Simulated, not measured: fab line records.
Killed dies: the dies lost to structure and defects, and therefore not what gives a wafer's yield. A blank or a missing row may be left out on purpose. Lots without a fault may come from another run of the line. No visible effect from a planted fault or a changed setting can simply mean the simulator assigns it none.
Which tool is to blame?	flow sky130	24 lots with 72 wafers sampled at 2 steps, on a route of 708 steps

WHAT THE GAUGES SHOWED, per wafer
SKY_SD_N_OVL_MEAS_08. Usual: SD_N_OVL gives 0.7 nm (standard deviation 1.1).
lot	measured	on	SD_N_OVL (nm)	flag
L074	day 27 03:33	overlay-01	-0.6 1.1 1.4	
L075	day 28 02:28	overlay-02	1.8 -0.9 2.9	
L076	day 28 03:51	overlay-02	1.6 2.1 2.3	
L077	day 28 13:04	overlay-01	1.0 0.6 0.1	
L078	day 30 00:18	overlay-02	1.0 0.7 -0.6	
L079	day 30 07:34	overlay-02	1.9 1.7 0.7	
L080	day 30 08:05	overlay-01	0.2 0.0 -0.4	
L081	day 30 08:25	overlay-02	1.8 1.3 1.2	
L082	day 30 13:50	overlay-01	-0.1 0.3 1.2	
L083	day 30 23:01	overlay-01	0.9 0.4 -0.6	
L085	day 31 09:49	overlay-01	-0.4 -0.2 0.6	
L084	day 31 11:37	overlay-02	1.7 3.3 1.8	
L086	day 31 17:11	overlay-02	1.8 -0.1 0.8	
L087	day 32 03:19	overlay-02	-0.3 0.8 -2.5	
L088	day 32 09:06	overlay-01	0.0 -1.1 0.2	
L090	day 33 17:39	overlay-01	0.6 0.1 1.6	
L091	day 33 21:45	overlay-02	3.3 3.6 3.0	
L089	day 34 00:09	overlay-02	0.1 -0.5 -1.6	
L092	day 34 00:39	overlay-02	2.0 0.6 1.1	
L093	day 34 04:25	overlay-02	0.2 0.7 0.7	
L094	day 35 00:45	overlay-02	1.9 2.2 2.3	
L095	day 35 09:31	overlay-01	1.8 1.4 2.2	
L097	day 35 10:29	overlay-01	0.4 0.3 -0.6	
L096	day 35 15:58	overlay-01	0.5 0.1 -0.4	

SKY_CONTACT_THK_MEAS_03. Usual: CONTACT_HDPCVD_THK gives 565 nm (standard deviation 5.2).
lot	measured	on	CONTACT_HDPCVD_THK (nm)	flag
L074	day 29 17:34	filmMetro-01	571 560 564	
L075	day 30 14:14	filmMetro-04	557 561 559	
L076	day 30 17:30	filmMetro-04	558 559 557	
L077	day 31 01:49	filmMetro-04	566 567 565	
L078	day 32 11:35	filmMetro-01	568 564 561	
L079	day 32 17:59	filmMetro-04	564 564 570	
L080	day 32 19:19	filmMetro-04	565 562 568	
L081	day 32 20:20	filmMetro-04	573 575 571	
L082	day 33 00:50	filmMetro-03	562 557 568	
L083	day 33 09:50	filmMetro-03	570 567 573	
L085	day 33 19:20	filmMetro-03	569 566 561	
L084	day 33 22:25	filmMetro-01	564 571 564	
L086	day 34 03:05	filmMetro-03	568 562 568	
L087	day 34 13:06	filmMetro-03	559 556 566	
L088	day 34 18:26	filmMetro-01	566 565 563	
L090	day 36 02:47	filmMetro-03	566 565 569	
L091	day 36 06:08	filmMetro-04	561 560 570	
L089	day 36 09:13	filmMetro-03	563 562 566	
L092	day 36 09:17	filmMetro-04	566 565 575	
L093	day 36 12:46	filmMetro-04	563 576 565	
L094	day 37 07:23	filmMetro-03	572 574 571	
L095	day 37 18:45	filmMetro-01	563 563 564	
L097	day 37 18:50	filmMetro-01	550 566 554	
L096	day 37 23:12	filmMetro-03	564 559 567	

WHAT TOOL EACH LOT RAN ON (gives the tool, then ch and the chambers of the sampled wafers, and finally the start)
No process step before these readings appears in the record.

AS READ BY THE TOOLS THEMSELVES (means over the sampled wafers that have a number; for cases with no such wafer, the mark the record gives instead)
The record holds no such reading with a usual standard deviation.

THE ANSWER, worked out from the rows above alone
Rule: take the mean of a lot's wafers that have a number; if it is more than 3 standard deviations from the usual mean, the lot is off. Also off: a lot with no number at a reading for which 4 or more lots have one. Any other lot the step has rows for is counted as sound. After the gauges, taken in route order, come the tools' own readings; for these a lot's mean is taken, as printed above. At the first step where some lot is off, the reading lying furthest off is the one used; lots without a number count as furthest.
No lot is off on any of the readings shown, so nothing can be concluded from this.

WHAT HAD BEEN PUT IN BY THE SIMULATOR
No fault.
